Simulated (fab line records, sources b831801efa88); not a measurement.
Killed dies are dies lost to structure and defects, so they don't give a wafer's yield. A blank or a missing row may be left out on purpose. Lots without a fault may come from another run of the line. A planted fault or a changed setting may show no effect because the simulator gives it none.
Which tool did it? | flow gf180mcu | 12 lots, 36 wafers sampled, at 6 steps of a route of 602

WHAT THE GAUGES READ, wafer by wafer
GF_HV_LDD_CD_MEAS_31: target cd 400 nm. Usual: cd_nm 398.8 nm, standard deviation 2.5.
lot  | measured     | on        | cd_nm (nm)        | flag
L216 | day 11 15:07 | cd_sem-02 | 401.3 400.7 401.1 |
L223 | day 13 21:30 | cd_sem-02 | 400.0 400.8 400.1 |
L224 | day 14 03:27 | cd_sem-01 | 400.6 401.8 402.9 |
L225 | day 14 09:43 | cd_sem-01 | 397.4 400.4 398.6 |
L229 | day 15 17:35 | cd_sem-01 | 397.8 399.5 398.9 |
L232 | day 16 15:37 | cd_sem-01 | 396.1 395.7 395.2 |
L233 | day 17 00:57 | cd_sem-02 | 401.7 398.2 400.9 |
L234 | day 17 23:53 | cd_sem-02 | 402.5 401.3 401.1 |
L235 | day 18 09:46 | cd_sem-01 | 396.4 396.7 395.2 |
L236 | day 18 13:20 | cd_sem-01 | 399.5 397.3 400.0 |
L237 | day 18 16:16 | cd_sem-02 | 397.8 397.2 398.5 |
L238 | day 18 21:53 | cd_sem-02 | 401.4 399.5 399.7 |

GF_HV_LDD_TW_MEAS_38. Usual: HV_LDD_3_TW 1439, standard deviation 9.6.
lot  | measured     | on            | HV_LDD_3_TW    | flag
L216 | day 11 15:58 | film_metro-04 | 1443 1450 1448 |
L223 | day 13 22:20 | film_metro-01 | 1360 1370 1376 | OFF
L224 | day 14 04:17 | film_metro-01 | 1362 1360 1358 | OFF
L225 | day 14 10:34 | film_metro-01 | 1362 1360 1357 | OFF
L229 | day 15 18:26 | film_metro-02 | 1438 1448 1444 |
L232 | day 16 16:28 | film_metro-01 | 1439 1436 1426 |
L233 | day 17 01:47 | film_metro-02 | 1431 1441 1433 |
L234 | day 18 00:44 | film_metro-04 | 1449 1457 1448 |
L235 | day 18 10:38 | film_metro-02 | 1433 1436 1426 |
L236 | day 18 14:11 | film_metro-01 | 1439 1421 1430 |
L237 | day 18 17:05 | film_metro-01 | 1431 1427 1430 |
L238 | day 18 22:44 | film_metro-02 | 1442 1437 1431 |

GF_HV_LDD_RS_MEAS_53: measures by four-point-probe. Usual: HV_LDD_RS 418.3 ohm/sq, standard deviation 0.91.
lot  | measured     | on            | HV_LDD_RS (ohm/sq) | flag
L216 | day 12 10:56 | film_metro-02 | 419.5 418.5 419.3  |
L223 | day 14 19:35 | film_metro-02 | 431.6 432.0 430.5  | OFF
L224 | day 15 01:29 | film_metro-04 | 430.1 430.3 431.3  | OFF
L225 | day 15 08:10 | film_metro-02 | 430.1 430.8 430.4  | OFF
L229 | day 16 17:07 | film_metro-04 | 418.1 418.8 417.7  |
L232 | day 17 15:58 | film_metro-02 | 418.4 419.7 419.1  |
L233 | day 18 01:44 | film_metro-02 | 419.4 418.5 417.6  |
L234 | day 19 01:20 | film_metro-04 | 417.4 418.7 418.5  |
L235 | day 19 11:17 | film_metro-04 | 418.3 419.2 419.8  |
L236 | day 19 14:07 | film_metro-01 | 417.4 417.7 417.7  |
L237 | day 19 18:51 | film_metro-01 | 418.2 418.7 416.9  |
L238 | day 19 23:30 | film_metro-04 | 417.5 417.4 417.4  |

GF_HV_LDD_THK_MEAS_57. Usual: HV_LDD_CVD_56_THK 90.2 nm, standard deviation 0.96.
lot  | measured     | on            | HV_LDD_CVD_56_THK (nm) | flag
L216 | day 12 14:22 | film_metro-01 | 89.3 89.6 88.9         |
L223 | day 14 22:11 | film_metro-04 | 90.6 90.5 90.0         |
L224 | day 15 04:06 | film_metro-04 | 89.7 90.5 90.5         |
L225 | day 15 11:40 | film_metro-01 | 90.0 89.6 89.2         |
L229 | day 16 20:58 | film_metro-04 | 92.8 91.8 92.0         |
L232 | day 17 19:50 | film_metro-01 | 88.1 88.2 87.4         |
L233 | day 18 05:03 | film_metro-01 | 89.4 89.1 89.8         |
L234 | day 19 04:01 | film_metro-04 | 89.5 89.5 89.7         |
L235 | day 19 14:26 | film_metro-04 | 89.5 90.0 89.5         |
L236 | day 19 17:19 | film_metro-04 | 89.9 89.6 90.0         |
L237 | day 19 21:58 | film_metro-02 | 90.7 90.8 89.9         |
L238 | day 20 02:08 | film_metro-02 | 89.5 90.1 90.0         |

WHICH TOOL RAN EACH LOT (tool, then ch and the chambers of the sampled wafers, then the start)
lot  | GF_VT_IMPLANT_STRIP_42               | GF_HV_LDD_IMPLANT_34
L216 | plasma_asher-01 ch 0,1, day 7 14:54  | implanter-04 ch 0, day 11 15:25
L223 | plasma_asher-04 ch 0,1, day 9 15:04  | implanter-03 ch 0, day 13 21:49
L224 | plasma_asher-01 ch 0,1, day 9 17:20  | implanter-03 ch 0, day 14 03:46
L225 | plasma_asher-01 ch 0,1, day 10 00:15 | implanter-03 ch 0, day 14 10:01
L229 | plasma_asher-03 ch 0,1, day 11 02:43 | implanter-04 ch 0, day 15 17:53
L232 | plasma_asher-03 ch 0, day 11 22:02   | implanter-02 ch 0, day 16 15:55
L233 | plasma_asher-01 ch 0,1, day 12 07:41 | implanter-02 ch 0, day 17 01:16
L234 | plasma_asher-04 ch 0,1, day 13 02:36 | implanter-02 ch 0, day 18 00:11
L235 | plasma_asher-04 ch 0,1, day 13 08:50 | implanter-04 ch 0, day 18 10:04
L236 | plasma_asher-03 ch 0,1, day 13 11:19 | implanter-04 ch 0, day 18 13:38
L237 | plasma_asher-04 ch 0,1, day 13 14:23 | implanter-04 ch 0, day 18 16:35
L238 | plasma_asher-01 ch 0,1, day 13 22:55 | implanter-02 ch 0, day 18 22:11
- GF_VT_IMPLANT_STRIP_42: strips in O2/N2.
- GF_HV_LDD_IMPLANT_34

WHAT THE TOOLS THEMSELVES READ (means of the sampled wafers that have a number; where no wafer has one, the mark that the record gives instead)
GF_VT_IMPLANT_STRIP_42. Usual: drypump_motor_current_A 5.60 A, standard deviation 0.24; heater_power_w 345 W, standard deviation 27; oes_product_au 0.716 a.u., standard deviation 0.005; strip_time_to_endpoint_s 12.60 s, standard deviation 0.032.
lot  | tool            | drypump_motor_current_A (A) | heater_power_w (W) | oes_product_au (a.u.) | strip_time_to_endpoint_s (s) | flag
L216 | plasma_asher-01 | 5.65                        | 384                | 0.719                 | 12.61                        |
L223 | plasma_asher-04 | 5.64                        | 320                | 0.710                 | 12.66                        |
L224 | plasma_asher-01 | 5.64                        | 372                | 0.715                 | 12.57                        |
L225 | plasma_asher-01 | 5.64                        | 379                | 0.713                 | 12.59                        |
L229 | plasma_asher-03 | 5.65                        | 342                | 0.714                 | 12.59                        |
L232 | plasma_asher-03 | 5.84                        | 336                | 0.716                 | 12.58                        |
L233 | plasma_asher-01 | 5.64                        | 380                | 0.715                 | 12.65                        |
L234 | plasma_asher-04 | 5.63                        | 318                | 0.718                 | 12.58                        |
L235 | plasma_asher-04 | 5.62                        | 324                | 0.718                 | 12.57                        |
L236 | plasma_asher-03 | 5.47                        | 331                | 0.718                 | 12.63                        |
L237 | plasma_asher-04 | 5.63                        | 322                | 0.720                 | 12.58                        |
L238 | plasma_asher-01 | 5.77                        | 382                | 0.721                 | 12.59                        |

GF_HV_LDD_IMPLANT_34. Usual: beam_energy_keV 60.003, standard deviation 0.021; dose_ions_cm2 7.499e+12, standard deviation 7e+09; faraday_current_uA 42.3, standard deviation 0.82.
lot  | tool         | beam_energy_keV | dose_ions_cm2 | faraday_current_uA | flag
L216 | implanter-04 | 60.005          | 7.498e+12     | 42.3               |
L223 | implanter-03 | 60.019          | 3.136e+12     | 17.6               | OFF
L224 | implanter-03 | 59.968          | 3.142e+12     | 18.0               | OFF
L225 | implanter-03 | 60.044          | 3.131e+12     | 17.5               | OFF
L229 | implanter-04 | 59.993          | 7.496e+12     | 42.2               |
L232 | implanter-02 | 60.022          | 7.494e+12     | 42.5               |
L233 | implanter-02 | 59.976          | 7.509e+12     | 42.5               |
L234 | implanter-02 | 60.017          | 7.494e+12     | 42.7               |
L235 | implanter-04 | 59.993          | 7.497e+12     | 41.3               |
L236 | implanter-04 | 60.025          | 7.498e+12     | 42.1               |
L237 | implanter-04 | 60.025          | 7.500e+12     | 42.2               |
L238 | implanter-02 | 60.020          | 7.492e+12     | 41.7               |

THE ANSWER, worked out from the rows above alone
Rule: a lot is off if the mean of its wafers that have a number lies more than 3 standard deviations from the usual mean. A lot without any number at a reading at which 4 lots or more have one is off too. The other lots that the step has rows for count as sound. The gauges are gone through in route order, then the tools' own readings, and for those a lot's mean is taken as printed above. The first step at which some lot is off is used, and at that step the reading that is off furthest; a lot without a number counts as furthest.
Off: L223, L224, L225, at GF_HV_LDD_TW_MEAS_38 (HV_LDD_3_TW).
A tool fits if, at a process step before that reading, it ran every lot that is off, and no sound lot after the first of them. The gauges at GF_HV_LDD_TW_MEAS_38 aren't tried: what is off there is off at GF_HV_LDD_RS_MEAS_53 too, on other tools, and a gauge's error can't cause that. One fits: implanter-03 at GF_HV_LDD_IMPLANT_34. It ran no sound lot before its first lot that is off in this sample, so the start can't be narrowed down.
The tool's own readings at GF_HV_LDD_IMPLANT_34 bear it out: on the lots that are off they differ by more than 5 times the standard deviation of the sound lots' means. dose_ions_cm2 reads 3.136e+12 there against 7.498e+12 on the sound lots; faraday_current_uA reads 17.7 there against 42.2 on the sound lots.

WHAT THE SIMULATOR HAD PUT IN
Process parameter drift: implanter-03, from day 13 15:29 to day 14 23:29, at GF_HV_LDD_IMPLANT_34. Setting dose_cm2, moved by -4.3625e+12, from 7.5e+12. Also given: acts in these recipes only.
Lots struck among those shown: L223, L224, L225. The rule above found the same.
